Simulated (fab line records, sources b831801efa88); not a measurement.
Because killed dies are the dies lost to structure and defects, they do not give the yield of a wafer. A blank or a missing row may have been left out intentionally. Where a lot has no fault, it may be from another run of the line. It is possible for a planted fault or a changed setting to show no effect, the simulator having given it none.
Chamber matching + flow gf180mcu + GF_POLY_GATE_ETCH_13 on rie_si-02 has 4 sister chambers
The step etches poly-Si in HBr/Cl2, stops on SiO2, target depth 198.5 nm, time 69.6 s. 17 wafers are shown with their chamber, then 8 later ones without.

== WAFERS, EACH WITH ITS CHAMBER ==
| wafer  | chamber | drypump_motor_current_A (A) | oes_product_au (a.u.) | throttle_valve_pct (%) |
|--------|---------|-----------------------------|-----------------------|------------------------|
| L534.2 | 0       | 5.3                         | 0.982                 | 33.697                 |
| L534.5 | 1       | 5.5                         | 0.997                 | 33.683                 |
| L534.6 | 2       | 5.9                         | 0.984                 | 33.682                 |
| L536.1 | 2       | 5.9                         | 0.978                 | 33.688                 |
| L536.3 | 0       | 5.3                         | 0.982                 | 33.693                 |
| L536.5 | 3       | 6.1                         | 0.980                 | 33.700                 |
| L541.1 | 0       | 5.3                         | 0.975                 | 33.681                 |
| L541.4 | 1       | 5.5                         | 1.002                 | 33.687                 |
| L541.6 | 0       | 5.3                         | 0.981                 | 33.706                 |
| L542.1 | 2       | 6.0                         | 0.976                 | 33.663                 |
| L542.2 | 1       | 5.5                         | 0.991                 | 33.672                 |
| L542.3 | 3       | 6.1                         | 0.981                 | 33.686                 |
| L546.2 | 3       | 6.1                         | 0.988                 | 33.664                 |
| L546.6 | 3       | 6.1                         | 0.978                 | 33.681                 |
| L548.2 | 0       | 5.3                         | 0.983                 | 33.700                 |
| L548.6 | 1       | 5.5                         | 0.991                 | 33.673                 |
| L555.3 | 1       | 5.5                         | 1.006                 | 33.667                 |

SIGNATURES (averages over the wafers above)
| reading                 | chamber 0 | chamber 1 | chamber 2 | chamber 3 | scatter within a chamber |
|-------------------------|-----------|-----------|-----------|-----------|--------------------------|
| drypump_motor_current_A | 5.300     | 5.500     | 5.933     | 6.100     | 0.0226                   |
| oes_product_au          | 0.98060   | 0.99740   | 0.97933   | 0.98175   | 0.00488                  |
| throttle_valve_pct      | 33.69540  | 33.67640  | 33.67767  | 33.68275  | 0.0112                   |
Rule: for each reading, subtract the chamber's mean from the wafer's reading, divide by that reading's scatter and square the result; add these up over the readings and take the root, which gives the wafer's distance from the chamber. The wafer belongs to the nearest chamber; if the next one is less than 2 further off, it can't be placed. How the scatter is found: for the shown wafers, subtract from each reading the mean of its chamber, square and add these, divide the total by (wafers less chambers), then take the root.

== WAFERS MISSING THEIR CHAMBER ==
| wafer  | drypump_motor_current_A (A) | oes_product_au (a.u.) | throttle_valve_pct (%) |
|--------|-----------------------------|-----------------------|------------------------|
| L555.5 | 6.0                         | 0.981                 | 33.681                 |
| L555.6 | 5.5                         | 0.993                 | 33.678                 |
| L556.1 | 5.3                         | 0.987                 | 33.680                 |
| L556.3 | 6.0                         | 0.966                 | 33.692                 |
| L556.5 | 5.3                         | 0.993                 | 33.675                 |
| L557.1 | 6.1                         | 0.987                 | 33.690                 |
| L557.2 | 5.5                         | 0.993                 | 33.676                 |
| L557.6 | 5.3                         | 0.993                 | 33.677                 |

== EACH ONE'S CHAMBER ==
| wafer  | from the rows above     | in truth |
|--------|-------------------------|----------|
| L555.5 | can't be placed: 2 or 3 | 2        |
| L555.6 | 1                       | 1        |
| L556.1 | 0                       | 0        |
| L556.3 | can't be placed: 2 or 3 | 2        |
| L556.5 | 0                       | 0        |
| L557.1 | 3                       | 3        |
| L557.2 | 1                       | 1        |
| L557.6 | 0                       | 0        |
Correctly placed: 6 of 8. These rows do not allow placing 2 (true chamber among the candidates in 2). Number placed wrongly: 0.
